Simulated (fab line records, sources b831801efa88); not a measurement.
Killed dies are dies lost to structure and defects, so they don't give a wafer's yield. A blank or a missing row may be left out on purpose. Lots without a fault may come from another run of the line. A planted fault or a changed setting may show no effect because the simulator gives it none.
One fault seen from 2 desks | flow sky130 | each desk has only its own numbers; what lay behind them comes last

THE METROLOGY DESK
What the gauges read, lot by lot, whatever tool the lot ran on: means of the sampled wafers that have a number. A lot is out of limits, marked OUT, if its mean lies more than 4 standard deviations from the usual mean; the brackets give that distance.
Columns: A = GATE_OXIDE_OVL at SKY_GATE_OXIDE_OVL_MEAS_10, usual -0.2 nm
lot  | first seen here | A
L398 | day 14 12:17    | -1.3
L399 | day 14 14:05    | -0.6
L408 | day 17 22:57    | 0.4
L410 | day 18 14:58    | 0.7
L412 | day 19 19:27    | 0.3
L413 | day 20 00:32    | -1.3
L414 | day 20 05:02    | 1.3
L415 | day 20 14:42    | 0.8
L416 | day 20 23:41    | -0.3
L418 | day 21 12:02    | -0.7
This desk's finding: nothing out of limits on any of the 10 lots.

THE TOOL OWNER'S DESK: rie_si-01
The tool's own readings at SKY_POLY_GATE_ETCH_17 (etches poly-Si in HBr/Cl2, stops on SiO2, target depth 180 nm, time 70.5 s): means of the sampled wafers that have a number, for each lot that ran on this tool. A lot is out of limits, marked OUT, if its mean lies more than 4 standard deviations from the usual mean; the brackets give that distance.
Columns: A = chamber_pressure_mTorr at SKY_POLY_GATE_ETCH_17, usual 10.001 mTorr; B = drypump_motor_current_A at SKY_POLY_GATE_ETCH_17, usual 5.33 A; C = oes_product_au at SKY_POLY_GATE_ETCH_17, usual 0.988 a.u.; D = run_length_s at SKY_POLY_GATE_ETCH_17, usual 98.8 s; E = throttle_valve_pct at SKY_POLY_GATE_ETCH_17, usual 33.685 %
lot  | first seen here | A      | B    | C                | D                | E
L398 | day 17 00:37    | 10.003 | 5.24 | 0.971            | 101.9 (+8.9) OUT | 33.679
L399 | day 17 05:49    | 10.005 | 5.19 | 0.938 (-7.5) OUT | 104.8 (+17) OUT  | 33.693
L408 | day 20 21:07    | 10.002 | 5.26 | 0.991            | 99.1             | 33.683
L410 | day 21 11:25    | 9.999  | 5.12 | 0.986            | 99.0             | 33.678
L412 | day 22 16:14    | 10.003 | 5.14 | 0.983            | 98.7             | 33.684
L414 | day 23 01:22    | 9.996  | 5.39 | 0.983            | 99.0             | 33.690
L416 | day 23 17:19    | 9.997  | 5.27 | 0.982            | 98.8             | 33.694
L418 | day 24 10:37    | 9.994  | 5.14 | 0.991            | 98.8             | 33.686
This desk's finding: out of limits on L398, L399; first on L398, day 17 00:37 (run_length_s at SKY_POLY_GATE_ETCH_17). In limits: L408, L410, L412, L414, L416, L418.

PUT TOGETHER
The tool owner's desk could have raised an alarm at day 17 00:37, on L398, L399.
The metrology desk saw nothing out of limits.
The metrology desk has L398, L399 on record, within its limits.
Of the lots named, all ran SKY_POLY_GATE_ETCH_17 on rie_si-01.

WHAT THE SIMULATOR HAD PUT IN
Process parameter drift: rie_si-01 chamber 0, from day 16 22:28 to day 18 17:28, at SKY_POLY_GATE_ETCH_17. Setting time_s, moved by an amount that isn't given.
Lots struck among those shown: L398, L399.
Hours from the fault's start to each desk's first reading out of limits: the tool owner's desk, 2.
